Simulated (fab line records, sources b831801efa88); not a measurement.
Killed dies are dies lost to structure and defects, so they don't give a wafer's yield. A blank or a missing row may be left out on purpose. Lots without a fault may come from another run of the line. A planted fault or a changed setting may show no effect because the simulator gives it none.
Which tool did it? | flow sky130 | 23 lots, 69 wafers sampled, at 1 step of a route of 708

WHAT THE GAUGES READ, wafer by wafer
SKY_POLY_GATE_CD_MEAS_22. Usual: cd_nm 149.8 nm, standard deviation 2.8.
lot  | measured     | on        | cd_nm (nm)        | flag
L074 | day 16 05:52 | cd_sem-01 | 144.2 145.6 145.1 |
L075 | day 16 05:52 | cd_sem-02 | 149.4 147.7 148.7 |
L076 | day 17 00:09 | cd_sem-01 | 151.6 147.9 147.7 |
L077 | day 17 21:44 | cd_sem-01 | 152.7 148.8 151.6 |
L078 | day 18 03:31 | cd_sem-01 | 148.4 146.0 146.6 |
L080 | day 18 18:56 | cd_sem-01 | 151.6 156.2 150.3 |
L079 | day 18 18:58 | cd_sem-02 | 151.4 152.9 151.7 |
L081 | day 19 03:07 | cd_sem-02 | 147.5 154.3 155.1 |
L082 | day 19 08:41 | cd_sem-02 | 151.7 148.8 148.7 |
L083 | day 19 21:15 | cd_sem-02 | 148.8 151.8 147.3 |
L084 | day 20 10:50 | cd_sem-01 | 149.7 155.6 147.5 |
L085 | day 20 10:53 | cd_sem-02 | 148.6 146.6 148.0 |
L086 | day 21 00:10 | cd_sem-02 | 148.1 149.9 148.0 |
L087 | day 21 08:38 | cd_sem-01 | 152.4 148.7 149.3 |
L088 | day 21 15:40 | cd_sem-02 | 148.0 149.6 149.5 |
L089 | day 21 16:50 | cd_sem-02 | 148.3 145.8 148.8 |
L090 | day 22 03:53 | cd_sem-02 | 151.8 153.2 153.6 |
L091 | day 22 11:57 | cd_sem-02 | 146.4 146.6 147.0 |
L092 | day 23 02:26 | cd_sem-02 | 148.0 151.9 151.9 |
L096 | day 24 14:33 | cd_sem-02 | 148.8 150.5 149.3 |
L095 | day 24 16:02 | cd_sem-02 | 148.5 145.7 152.1 |
L094 | day 24 17:22 | cd_sem-02 | 144.8 149.6 150.5 |
L097 | day 24 21:05 | cd_sem-02 | 149.6 147.9 150.0 |

WHICH TOOL RAN EACH LOT (tool, then ch and the chambers of the sampled wafers, then the start)
The record holds no process step before these readings.

WHAT THE TOOLS THEMSELVES READ (means of the sampled wafers that have a number; where no wafer has one, the mark that the record gives instead)
The record holds no such reading with a usual standard deviation.

THE ANSWER, worked out from the rows above alone
Rule: a lot is off if the mean of its wafers that have a number lies more than 3 standard deviations from the usual mean. A lot without any number at a reading at which 4 lots or more have one is off too. The other lots that the step has rows for count as sound. The gauges are gone through in route order, then the tools' own readings, and for those a lot's mean is taken as printed above. The first step at which some lot is off is used, and at that step the reading that is off furthest; a lot without a number counts as furthest.
No lot is off at any reading shown: from this, nothing can be told.

WHAT THE SIMULATOR HAD PUT IN
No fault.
